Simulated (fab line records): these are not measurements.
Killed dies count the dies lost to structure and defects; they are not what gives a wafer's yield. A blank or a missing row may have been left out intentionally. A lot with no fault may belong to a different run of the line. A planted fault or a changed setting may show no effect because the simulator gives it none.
fab line records	flow sky130
record: lots: 5	wafers: 15	last-day: 50
route steps=708 shown METAL4@627 VIA4@639
lots with no fault: from the same line, run without faults
start-h: the number of hours between the record's first day and the start of the first shown wafer of the lot	wait-h: hours elapsed since this lot's preceding step	" the same as in the row above	L1.1+2: a row that stands for several wafers	- no value, or no start was given	* or withheld: withheld	< > ~ a bound
route shown NAME@n: a module of which the file shows steps, and the number in the route of the first	usual: mean and standard deviation over wafers with no fault	same: alike in all rows	chamber/n: place in a boat	sites: readings site by site	_std_site: the standard deviation of these	_edge_site: outer sites' mean less inner sites'	radius-mm: how far each site lies from the wafer's centre	mask NAME#n: copy n	behind: the most recent tool/chamber to have shaped the wafer	hold: reason for holding the lot/hours on hold/outcome of the hold	device: transistor that didn't switch, given as n, p or np	end of line: tests of these same wafers at the route's end	a step without rows: its recipe alone	killed: dies lost to structure and defects at the first sort, not the wafer's yield	map: a wafer's dies, x killed, . not, _ none there
set.NAME: setting as actually run; set.NAME@STEP: the setting as run at that earlier step	model.NAME: the simulator's own value behind a step, which no gauge read
lots at selected steps of the route; one table per step, one row per wafer
services: the hour from which a tool's chamber was out of use, counted from the record's first day as start-h (under 0 if before that day), plus the number of hours and why
== steps ==
step: SKY_METAL4_PEB_11
recipe: peb-temp-c: withheld	peb-time-s: withheld	resist: KrF-thick
lot.wafer	tool	chamber	start-h	wait-h
L080.2+3+5	litho-track-03	0	-	-
L084.1+3+6	litho-track-04	0	-	-
L087.1+4+5	litho-track-03	0	-	-
L090.1+2+3	litho-track-04	0	-	-
L097.1+3+6	litho-track-04	0	-	-
step: SKY_METAL4_DEVELOP_12
recipe: develop-time-s: 60	resist: KrF-thick	dev-temp-c: 21
lot.wafer	tool	chamber	start-h	wait-h
L080.2+3+5	litho-track-03	0	-	-
L084.1+3+6	litho-track-04	0	-	-
L087.1+4+5	litho-track-03	0	-	-
L090.1+2+3	litho-track-04	0	-	-
L097.1+3+6	litho-track-04	0	-	-
step: SKY_METAL4_CD_MEAS_13
recipe: target-cd-nm: 300
usual: cd-nm: 299.9/1.3
lot.wafer	tool	chamber	start-h	wait-h	cd-nm
L080.2	cd-sem-01	-	1025.00	-	299.7
L080.3	"	-	"	"	298.8
L080.5	"	-	"	"	299.5
L084.1	cd-sem-01	-	1049.76	-	301.8
L084.3	"	-	"	"	301.5
L084.6	"	-	"	"	301.6
L087.1	cd-sem-01	-	1066.29	-	299.8
L087.4	"	-	"	"	300.7
L087.5	"	-	"	"	300.2
L090.1	cd-sem-01	-	1088.06	-	303.1
L090.2	"	-	"	"	302.7
L090.3	"	-	"	"	304.0
L097.1	cd-sem-02	-	1127.09	-	298.6
L097.3	"	-	"	"	298.9
L097.6	"	-	"	"	298.8
step: SKY_METAL4_OVL_MEAS_14
usual: METAL4_OVL: 1/5.6
lot.wafer	tool	chamber	start-h	wait-h	METAL4_OVL[nm]
L080.2	overlay-01	-	1025.11	0.1	-5
L080.3	"	-	"	"	6
L080.5	"	-	"	"	7
L084.1	overlay-02	-	1049.88	0.1	-4
L084.3	"	-	"	"	-4
L084.6	"	-	"	"	8
L087.1	overlay-02	-	1066.41	0.1	5
L087.4	"	-	"	"	8
L087.5	"	-	"	"	10
L090.1	overlay-01	-	1088.18	0.1	3
L090.2	"	-	"	"	6
L090.3	"	-	"	"	3
L097.1	overlay-02	-	1127.21	0.1	-6
L097.3	"	-	"	"	-10
L097.6	"	-	"	"	-2
step: SKY_METAL4_DESCUM_15
recipe: chemistry: O2	source-power-w: 150	bias-power-w: 0	pressure-mtorr: 10	temp-c: 40	time-s: 8
usual: drypump-motor-current-A: 5.8/0.55	oes-product-au: 1.009/0.007	rf-fwd-power-W: 146.5/0.58
lot.wafer	tool	chamber	start-h	wait-h	drypump-motor-current-A	oes-product-au	rf-fwd-power-W	rf-hours-counter-h
L080.2	rie-metal-03	1	1025.14	0.0	5.1	1.016	146.2	11
L080.3	"	0	"	"	4.9	1.012	147.0	-
L080.5	"	1	"	"	5.1	1.014	145.4	-
L084.1	rie-metal-02	0	1049.91	0.0	5.9	1.003	145.9	24
L084.3	"	1	"	"	6.3	1.013	146.4	-
L084.6	"	0	"	"	5.9	1.018	145.5	-
L087.1	rie-metal-02	1	1066.44	0.0	6.3	1.019	146.3	22
L087.4	"	1	"	"	6.3	1.005	146.6	-
L087.5	"	1	"	"	6.3	1.015	145.8	-
L090.1	rie-metal-03	1	1088.21	0.0	5.1	1.021	146.7	15
L090.2	"	0	"	"	5.0	1.006	147.4	16
L090.3	"	0	"	"	5.0	1.004	148.1	-
L097.1	rie-metal-02	1	1127.24	0.0	6.3	1.019	146.1	27
L097.3	"	0	"	"	5.9	1.019	146.6	-
L097.6	"	1	"	"	6.3	1.019	146.5	-
step: SKY_METAL4_ETCH_16
recipe: chemistry: N2/H2	target: BARC	ion-energy-ev: 200	bias-w: 100	pressure-mtorr: 30	n2-flow-sccm: 100	h2-flow-sccm: 200	icp-w: 500	stop-on: SiO2	time-s: 88.2	target-depth-a: 600
usual: drypump-motor-current-A: 5.8/0.56	oes-product-au: 0.625/0.0046	rf-fwd-power-W: 495.9/1.7	throttle-valve-pct: 13.206/0.0085
lot.wafer	tool	chamber	start-h	wait-h	drypump-motor-current-A	oes-product-au	rf-fwd-power-W	rf-hours-counter-h	throttle-valve-pct
L080.2	rie-metal-03	1	1025.17	0.0	5.1	0.633	493.7	11	13.187
L080.3	"	0	"	"	5.0	0.626	500.1	-	13.224
L080.5	"	1	"	"	5.1	0.629	496.5	-	13.211
L084.1	rie-metal-02	0	1049.95	0.0	6.0	0.619	493.1	24	13.207
L084.3	"	1	"	"	6.3	0.627	497.3	-	13.214
L084.6	"	0	"	"	5.9	0.634	492.9	-	13.212
L087.1	rie-metal-02	1	1066.50	0.1	6.3	0.621	495.2	22	13.209
L087.4	"	1	"	"	6.3	0.622	495.5	-	13.203
L087.5	"	1	"	"	6.3	0.626	494.4	-	13.192
L090.1	rie-metal-03	1	1088.25	0.0	5.1	0.627	498.4	15	13.216
L090.2	"	0	"	"	5.0	0.624	497.7	16	13.203
L090.3	"	0	"	"	5.0	0.628	497.8	-	13.209
L097.1	rie-metal-02	1	1127.28	0.0	6.3	0.624	495.2	27	13.207
L097.3	"	0	"	"	5.9	0.624	498.0	-	13.202
L097.6	"	1	"	"	6.3	0.628	496.9	-	13.202
step: SKY_METAL4_ETCH_17
recipe: target: SiO2	stop-on: TiN	chemistry: C4F8/O2/Ar	source-w: 1500	bias-w: 1200	pressure-mtorr: 40	c4f8-flow-sccm: withheld	O2_flow_sccm: 6	Ar_flow_sccm: 300	time-s: 3.9	target-depth-a: 150
usual: oes-product-au: 0.753/0.0065	rf-fwd-power-W: 1466/6.9
lot.wafer	tool	chamber	start-h	wait-h	oes-product-au	rf-fwd-power-W	rf-hours-counter-h
L080.2	rie-diel-03	2	1025.27	0.1	0.748	1469	18
L080.3	"	0	"	"	0.748	1464	17
L080.5	"	3	"	"	0.763	1454	-
L084.1	rie-diel-03	2	1050.04	0.1	0.761	1478	19
L084.3	"	3	"	"	0.748	1465	13
L084.6	"	1	"	"	0.753	1465	-
L087.1	rie-diel-01	0	1066.70	0.2	0.751	1463	16
L087.4	"	2	"	"	0.749	1475	13
L087.5	"	2	"	"	0.761	1478	-
L090.1	rie-diel-01	3	1088.34	0.1	0.749	1466	21
L090.2	"	2	"	"	0.746	1470	14
L090.3	"	0	"	"	0.751	1464	17
L097.1	rie-diel-04	2	1127.42	0.1	0.756	1466	14
L097.3	"	3	"	"	0.751	1457	22
L097.6	"	0	"	"	0.759	1460	-
step: SKY_METAL4_METAL_ETCH_18
recipe: target-depth-a: 8450	stop-on: SiO2	over-etch-frac: 0.3	time-s: 183.1	chemistry: Cl2/BCl3	resist-sidewall-deg: 88	pressure-mtorr: 10	icp-w: 900	bias-w: 48.5	Cl2_flow_sccm: 60	bcl3-flow-sccm: 30
usual: drypump-motor-current-A: 6.0/0.46	oes-product-au: 0.868/0.0055	rf-fwd-power-W: 896.2/2.5	throttle-valve-pct: 22.264/0.0087
lot.wafer	tool	chamber	start-h	wait-h	drypump-motor-current-A	oes-product-au	rf-fwd-power-W	rf-hours-counter-h	throttle-valve-pct
L080.2	rie-metal-01	0	1025.29	0.0	6.3	0.867	897.0	23	22.275
L080.3	"	0	"	"	6.3	0.871	895.0	-	22.261
L080.5	"	1	"	"	6.3	0.869	894.0	-	22.270
L084.1	rie-metal-01	1	1050.06	0.0	6.3	0.862	895.9	3	22.269
L084.3	"	0	"	"	6.3	0.863	894.9	-	22.266
L084.6	"	0	"	"	6.3	0.859	897.1	-	22.257
L087.1	rie-metal-01	0	1066.72	0.0	6.3	0.865	893.4	27	22.258
L087.4	"	0	"	"	6.3	0.866	896.5	-	22.274
L087.5	"	0	"	"	6.3	0.874	892.5	-	22.264
L090.1	rie-metal-02	1	1088.36	0.0	6.3	0.867	890.7	24	22.267
L090.2	"	0	"	"	5.9	0.859	898.4	2	22.288
L090.3	"	1	"	"	6.3	0.859	894.8	-	22.261
L097.1	rie-metal-02	1	1127.43	0.0	6.3	0.865	897.3	28	22.258
L097.3	"	0	"	"	5.9	0.860	899.6	-	22.265
L097.6	"	0	"	"	5.9	0.865	897.1	-	22.261
step: SKY_METAL4_STRIP_19
recipe: chemistry: O2/N2	power-w: 1400	pressure-mtorr: 1500	platen-temp-c: withheld	o2-flow-sccm: 3000	n2-flow-sccm: 300	overash-fraction: 0.5
usual: drypump-motor-current-A: 5.8/0.51	oes-product-au: 0.500/0.0056	strip-time-to-endpoint-s: 6.46/0.059
lot.wafer	tool	chamber	start-h	wait-h	drypump-motor-current-A	oes-product-au	rf-hours-counter-h	strip-time-to-endpoint-s
L080.2	plasma-asher-01	0	1025.47	0.1	6.5	0.502	123	6.43
L080.3	"	1	"	"	6.6	0.492	-	6.48
L080.5	"	1	"	"	6.6	0.499	-	6.51
L084.1	plasma-asher-02	0	1050.24	0.1	5.4	0.510	32	6.56
L084.3	"	0	"	"	5.3	0.504	-	6.55
L084.6	"	0	"	"	5.4	0.510	-	6.59
L087.1	plasma-asher-04	1	1066.90	0.1	5.2	0.499	88	6.47
L087.4	"	0	"	"	5.6	0.497	-	6.43
L087.5	"	0	"	"	5.5	0.500	-	6.45
L090.1	plasma-asher-02	1	1088.54	0.1	5.7	0.493	36	6.35
L090.2	"	0	"	"	5.3	0.497	36	6.40
L090.3	"	1	"	"	5.7	0.491	-	6.43
L097.1	plasma-asher-04	0	1127.67	0.2	5.5	0.506	94	6.40
L097.3	"	0	"	"	5.5	0.487	-	6.43
L097.6	"	0	"	"	5.5	0.499	-	6.43
step: SKY_METAL4_STRIP_20
recipe: chemistry: post-etch-residue-remover	time-s: 1200	temp-c: 72.5
usual: bath-guard-temp-C: 72.3/0.52
lot.wafer	tool	chamber	start-h	wait-h	bath-guard-temp-C
L080.2	wet-bench-04	3	1025.57	0.1	72.3
L080.3	"	3	"	"	72.0
L080.5	"	3	"	"	72.1
L084.1	wet-bench-03	3	1050.34	0.1	72.4
L084.3	"	3	"	"	72.0
L084.6	"	3	"	"	72.5
L087.1	wet-bench-04	0	1067.00	0.1	72.5
L087.4	"	0	"	"	72.5
L087.5	"	0	"	"	73.0
L090.1	wet-bench-02	3	1088.64	0.1	73.1
L090.2	"	3	"	"	72.6
L090.3	"	3	"	"	72.5
L097.1	wet-bench-03	0	1127.77	0.1	71.8
L097.3	"	0	"	"	71.5
L097.6	"	0	"	"	71.5
step: SKY_METAL4_CLEAN_21
recipe: chemistry: IPA	time-s: 180	temp-c: 25
lot.wafer	tool	chamber	start-h	wait-h
L080.2+3+5	wet-bench-03	0	1025.91	0.0
L084.1+3+6	wet-bench-03	3	1050.71	0.0
L087.1+4+5	wet-bench-02	2	1067.34	0.0
L090.1+2+3	wet-bench-03	3	1088.98	0.0
L097.1+3+6	wet-bench-02	3	1128.11	0.0
step: SKY_METAL4_CLEAN_22
recipe: chemistry: O3/DIW	dry: n2-spin
lot.wafer	tool	chamber	start-h	wait-h
L080.2+3+5	wet-bench-02	0	1025.97	0.0
L084.1+3+6	wet-bench-03	3	1050.78	0.0
L087.1+4+5	wet-bench-04	0	1067.40	0.0
L090.1+2+3	wet-bench-02	1	1089.05	0.0
L097.1+3+6	wet-bench-04	2	1128.17	0.0
step: SKY_VIA4_HDPCVD_00
recipe: material: SiO2	target-thk-nm: 1750	sigma-open-frac: 0.3	time-s: 291.7	temp-c: 400	sih4-flow-sccm: 60	pressure-mtorr: 6
usual: pressure-mtorr: 6.001/0.012	susceptor-temp-C: 399.97/0.23
lot.wafer	tool	chamber	start-h	wait-h	pressure-mtorr	susceptor-temp-C
L080.2	hdpcvd-01	0	1026.06	0.0	6.003	400.09
L080.3	"	1	"	"	6.011	399.95
L080.5	"	1	"	"	6.006	399.98
L084.1	hdpcvd-01	1	1050.88	0.0	6.001	399.93
L084.3	"	0	"	"	6.015	399.91
L084.6	"	2	"	"	6.016	400.15
L087.1	hdpcvd-02	2	1067.49	0.0	6.012	399.90
L087.4	"	1	"	"	6.020	399.75
L087.5	"	2	"	"	6.017	400.02
L090.1	hdpcvd-01	0	1089.14	0.0	6.019	400.16
L090.2	"	1	"	"	5.989	399.59
L090.3	"	2	"	"	6.004	399.92
L097.1	hdpcvd-02	1	1128.27	0.0	6.004	399.84
L097.3	"	0	"	"	6.014	400.20
L097.6	"	2	"	"	6.012	399.54
step: SKY_VIA4_THK_MEAS_01
recipe: reads: SiO2_of_VIA4_HDPCVD_00
usual: VIA4_HDPCVD_THK: 1749/15
lot.wafer	tool	chamber	start-h	wait-h	VIA4_HDPCVD_THK[nm]
L080.2	film-metro-03	-	1026.25	0.1	1747
L080.3	"	-	"	"	1756
L080.5	"	-	"	"	1746
L084.1	film-metro-03	-	1051.06	0.1	1747
L084.3	"	-	"	"	1750
L084.6	"	-	"	"	1766
L087.1	film-metro-03	-	1067.67	0.1	1723
L087.4	"	-	"	"	1737
L087.5	"	-	"	"	1738
L090.1	film-metro-01	-	1089.32	0.1	1744
L090.2	"	-	"	"	1741
L090.3	"	-	"	"	1762
L097.1	film-metro-01	-	1128.45	0.1	1776
L097.3	"	-	"	"	1745
L097.6	"	-	"	"	1736
step: SKY_VIA4_CMP_02
recipe: material: SiO2	down-force-psi: 4	platen-rpm: 60	pad-velocity-m-s: 0.94248
usual: motor-current-A: 11.1/1.4
lot.wafer	tool	chamber	start-h	wait-h	motor-current-A
L080.3	cmp-02	2	1026.56	0.3	8.2
L080.2	"	3	"	"	10.9
L080.5	"	2	"	"	8.6
L084.1	cmp-02	2	1051.17	0.1	8.3
L084.3	"	3	"	"	10.4
L084.6	"	1	"	"	12.5
L087.4	cmp-02	0	1067.73	0.0	12.2
L087.1	"	3	"	"	10.8
L087.5	"	1	"	"	11.6
L090.2	cmp-01	2	1089.64	0.3	9.8
L090.3	"	3	"	"	12.4
L090.1	"	0	"	"	11.2
L097.3	cmp-01	2	1128.51	0.0	9.7
L097.1	"	1	"	"	11.6
L097.6	"	2	"	"	9.7
step: SKY_VIA4_BOW_MEAS_03
recipe: mode: bow
usual: VIA4_BOW: 79/8.3
lot.wafer	tool	chamber	start-h	wait-h	VIA4_BOW[um]
L080.2	film-metro-01	-	1026.83	0.2	69
L080.3	"	-	"	"	81
L080.5	"	-	"	"	84
L084.1	film-metro-03	-	1051.42	0.2	92
L084.3	"	-	"	"	79
L084.6	"	-	"	"	74
L087.1	film-metro-04	-	1068.03	0.1	75
L087.4	"	-	"	"	79
L087.5	"	-	"	"	67
L090.1	film-metro-01	-	1089.89	0.1	78
L090.2	"	-	"	"	75
L090.3	"	-	"	"	79
L097.1	film-metro-03	-	1128.81	0.1	95
L097.3	"	-	"	"	77
L097.6	"	-	"	"	82
step: SKY_VIA4_DEHYDRATE_04
recipe: temp-c: 200	time-s: 60
lot.wafer	tool	chamber	start-h	wait-h
L080.2+3+5	litho-track-03	0	1037.16	10.3
L084.1+3+6	litho-track-03	0	1061.19	9.7
L087.1+4+5	litho-track-04	0	1076.96	8.9
L090.1+2+3	litho-track-03	0	1099.34	9.4
L097.1+3+6	litho-track-01	0	1138.22	9.4
step: SKY_VIA4_HMDS_05
recipe: prime-time-s: 60	prime-temp-c: 120
same: prime-time-s: 60
lot.wafer	tool	chamber	start-h	wait-h
L080.2+3+5	litho-track-03	0	1037.31	0.1
L084.1+3+6	litho-track-03	0	1061.34	0.1
L087.1+4+5	litho-track-04	0	1077.11	0.1
L090.1+2+3	litho-track-03	0	1099.49	0.1
L097.1+3+6	litho-track-01	0	1138.37	0.1
step: SKY_VIA4_COAT_06
recipe: resist: NOVOLAK	spin-rpm: 3000	resist-thk-nm: 1140
lot.wafer	tool	chamber	start-h	wait-h
L080.2+3+5	litho-track-03	0	1037.46	0.1
L084.1+3+6	litho-track-03	0	1061.49	0.1
L087.1+4+5	litho-track-04	0	1077.26	0.1
L090.1+2+3	litho-track-03	0	1099.64	0.1
L097.1+3+6	litho-track-01	0	1138.52	0.1
step: SKY_VIA4_SOFTBAKE_07
recipe: temp-c: 90	time-s: 60	resist: NOVOLAK
lot.wafer	tool	chamber	start-h	wait-h
L080.2+3+5	litho-track-03	0	1037.61	0.1
L084.1+3+6	litho-track-03	0	1061.64	0.1
L087.1+4+5	litho-track-04	0	1077.41	0.1
L090.1+2+3	litho-track-03	0	1099.79	0.1
L097.1+3+6	litho-track-01	0	1138.67	0.1
step: SKY_VIA4_EXPOSE_08
recipe: mask-id: VIM4	na: 0.6	source-shape: conventional	sigma-outer: 0.6	polarization: unpolarized	target-cd-nm: 800	dose-mj: 132
lot.wafer	tool	chamber	start-h	wait-h	mask
L080.2+3+5	iline-stepper-02	0	-	-	VIM4#0
L084.1+3+6	iline-stepper-02	0	-	-	VIM4#0
L087.1+4+5	iline-stepper-02	0	-	-	VIM4#0
L090.1+2+3	iline-stepper-01	0	-	-	VIM4#0
L097.1+3+6	iline-stepper-02	0	-	-	VIM4#0
== services ==
tool	chamber	start-h	hours	kind
rie-diel-01	2	1007.87	2.7	repair
rie-diel-01	1	1017.56	2.5	repair
cmp-01	-	1026.79	11.4	pm
rie-diel-03	2	1040.24	4.1	repair
hdpcvd-02	-	1045.97	0.5	repair
cmp-02	-	1055.84	0.7	repair
rie-metal-01	1	1057.85	5.7	repair
cmp-02	-	1063.06	2.0	repair
plasma-asher-02	-	1065.97	2.8	repair
rie-diel-03	-	1067.51	4.0	pm
cmp-02	-	1070.30	10.6	repair
iline-stepper-02	-	1070.62	1.7	pm
cmp-02	-	1079.00	12.3	repair
cmp-02	-	1081.55	2.7	repair
cmp-01	-	1085.39	0.7	repair
cmp-02	-	1091.30	4.0	pm
cmp-01	-	1099.86	3.3	repair
plasma-asher-04	-	1104.64	3.3	repair
iline-stepper-02	-	1106.68	4.5	repair
plasma-asher-02	-	1110.92	3.7	repair
cmp-01	-	1111.17	1.8	repair
rie-diel-03	1	1113.73	13.3	repair
hdpcvd-02	-	1114.68	0.8	pm
cmp-02	-	1122.97	5.0	pm
== key ==
fault none
